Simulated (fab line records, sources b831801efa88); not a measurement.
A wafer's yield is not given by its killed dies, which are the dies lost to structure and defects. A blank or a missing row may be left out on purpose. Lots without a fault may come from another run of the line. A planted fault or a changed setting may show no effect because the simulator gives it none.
Which tool is to blame? -- flow gf180mcu -- 14 lots, 42 wafers sampled, at 4 steps of a route of 602

WHAT THE GAUGES READ, wafer by wafer
GF_M5_OVL_MEAS_08. Usual: M5_OVL gives 0 nm (standard deviation 5.8).
lot,measured,on,M5_OVL (nm),flag
L716,day 26 08:40,overlay-01,9 0 2,
L718,day 27 04:40,overlay-02,-5 -10 0,
L719,day 27 08:00,overlay-02,-1 -5 -3,
L720,day 27 23:05,overlay-01,0 -9 -2,
L721,day 27 23:38,overlay-02,-4 -1 -7,
L722,day 28 15:44,overlay-01,1 5 5,
L723,day 28 21:02,overlay-01,7 7 8,
L724,day 29 11:33,overlay-01,2 4 4,
L725,day 29 15:26,overlay-01,-9 -7 -6,
L730,day 31 08:05,overlay-01,2 1 3,
L732,day 31 11:11,overlay-01,1 2 -1,
L733,day 32 04:56,overlay-02,-4 -1 -13,
L734,day 32 03:48,overlay-01,-8 -18 -18,
L738,day 33 00:56,overlay-02,14 11 8,

GF_V5_THK_MEAS_03. Usual: V5_CVD_02_THK gives 1456 nm (standard deviation 18).
lot,measured,on,V5_CVD_02_THK (nm),flag
L716,day 26 09:46,filmMetro-03,1429 1450 1455,
L718,day 27 05:42,filmMetro-04,1466 1483 1472,
L719,day 27 08:55,filmMetro-02,1421 1416 1452,
L720,day 28 00:00,filmMetro-02,1444 1436 1455,
L721,day 28 00:33,filmMetro-04,1444 1426 1458,
L722,day 28 16:47,filmMetro-02,1448 1463 1469,
L723,day 28 21:57,filmMetro-03,1447 1448 1468,
L724,day 29 12:33,filmMetro-03,1443 1445 1465,
L725,day 29 16:23,filmMetro-04,1446 1458 1469,
L730,day 31 09:00,filmMetro-04,1472 1466 1508,
L732,day 31 12:19,filmMetro-02,1463 1436 1466,
L733,day 32 06:10,filmMetro-04,1438 1434 1468,
L734,day 32 05:10,filmMetro-04,1437 1459 1465,
L738,day 33 01:59,filmMetro-04,1446 1455 1474,

WHAT TOOL EACH LOT RAN ON (gives the tool, then ch and the chambers of the sampled wafers, and finally the start)
lot,GF_DUAL_GATE_OXIDATION_02,GF_M5_ETCH_09
L716,"furnace-02 ch 0, day 7 17:13","rieDiel-01 ch 0,2, day 26 08:41"
L718,"furnace-02 ch 0, day 8 04:38","rieDiel-01 ch 0,1,3, day 27 04:42"
L719,"furnace-02 ch 0, day 8 10:25","rieDiel-01 ch 0,2,3, day 27 08:02"
L720,"furnace-01 ch 0, day 8 18:31","rieDiel-01 ch 1,2, day 27 23:07"
L721,"furnace-02 ch 0, day 9 01:02","rieDiel-03 ch 0,2,3, day 27 23:40"
L722,"furnace-01 ch 0, day 9 07:43","rieDiel-04 ch 1,2, day 28 15:46"
L723,"furnace-02 ch 0, day 9 15:32","rieDiel-04 ch 1,2,3, day 28 21:04"
L724,"furnace-01 ch 0, day 9 21:31","rieDiel-01 ch 0,2, day 29 11:35"
L725,"furnace-01 ch 0, day 10 05:14","rieDiel-03 ch 1,2, day 29 15:28"
L730,"furnace-01 ch 0, day 12 02:10","rieDiel-01 ch 0,1,2, day 31 08:07"
L732,"furnace-02 ch 0, day 12 06:56","rieDiel-04 ch 0,1,2, day 31 11:13"
L733,"furnace-01 ch 0, day 12 22:28","rieDiel-03 ch 0,1,3, day 32 04:58"
L734,"furnace-01 ch 0, day 12 22:28","rieDiel-04 ch 0,2,3, day 32 03:50"
L738,"furnace-02 ch 0, day 14 01:13","rieDiel-01 ch 1,3, day 33 00:58"
- GF_DUAL_GATE_OXIDATION_02: stabilise 600 s, purge 300 s, target thk 10.887 nm.
- GF_M5_ETCH_09: etches Si3N4 in CF4/O2, target depth 52 nm, time 11.6 s.

WHAT THE TOOLS THEMSELVES READ (means of the sampled wafers that have a number; where no wafer has one, the mark that the record gives instead)
GF_DUAL_GATE_OXIDATION_02. Usual: oxTempCMax 902.8, standard deviation 0.77; spikeTcCentreC 900.7 C, standard deviation 1.3; spikeTcTopC 909.4 C, standard deviation 1.6.
lot,tool,oxTempCMax,spikeTcCentreC (C),spikeTcTopC (C),flag
L716,furnace-02,903.9,900.6,907.6,
L718,furnace-02,903.1,901.6,908.4,
L719,furnace-02,904.0,901.9,907.7,
L720,furnace-01,902.5,900.4,909.5,
L721,furnace-02,903.4,901.0,907.8,
L722,furnace-01,902.3,899.3,911.3,
L723,furnace-02,903.6,901.5,908.5,
L724,furnace-01,901.7,899.8,911.5,
L725,furnace-01,902.3,900.8,910.5,
L730,furnace-01,902.3,900.7,910.1,
L732,furnace-02,903.3,902.1,907.9,
L733,furnace-01,902.5,900.4,910.5,
L734,furnace-01,902.6,900.3,909.3,
L738,furnace-02,903.8,902.4,909.5,

GF_M5_ETCH_09. Usual: drypumpMotorCurrentA 5.75 A, standard deviation 0.27; oesProductAu 0.996 a.u., standard deviation 0.0095; throttleValvePct 5.968 %, standard deviation 0.0095.
lot,tool,drypumpMotorCurrentA (A),oesProductAu (a.u.),throttleValvePct (%),flag
L716,rieDiel-01,5.48,0.988,5.967,
L718,rieDiel-01,5.69,0.995,5.968,
L719,rieDiel-01,5.65,0.994,5.954,
L720,rieDiel-01,5.54,0.993,5.974,
L721,rieDiel-03,5.82,0.992,5.970,
L722,rieDiel-04,5.56,0.984,5.962,
L723,rieDiel-04,5.74,0.990,5.960,
L724,rieDiel-01,5.46,0.986,5.966,
L725,rieDiel-03,5.95,0.997,5.975,
L730,rieDiel-01,5.51,1.000,5.968,
L732,rieDiel-04,5.82,0.990,5.959,
L733,rieDiel-03,5.96,1.000,5.961,
L734,rieDiel-04,5.86,1.009,5.970,
L738,rieDiel-01,5.72,1.004,5.968,

THE ANSWER, worked out from the rows above alone
Rule: a lot is off if the mean of its wafers that have a number lies more than 3 standard deviations from the usual mean. A lot without any number at a reading at which 4 lots or more have one is off too. Any other lot the step has rows for is counted as sound. The gauges are gone through in route order, then the tools' own readings, and for those a lot's mean is taken as printed above. The first step at which some lot is off is used, and at that step the reading that is off furthest; a lot without a number counts as furthest.
Nothing can be told from this: no lot is off at any reading shown.

WHAT THE SIMULATOR HAD INSERTED
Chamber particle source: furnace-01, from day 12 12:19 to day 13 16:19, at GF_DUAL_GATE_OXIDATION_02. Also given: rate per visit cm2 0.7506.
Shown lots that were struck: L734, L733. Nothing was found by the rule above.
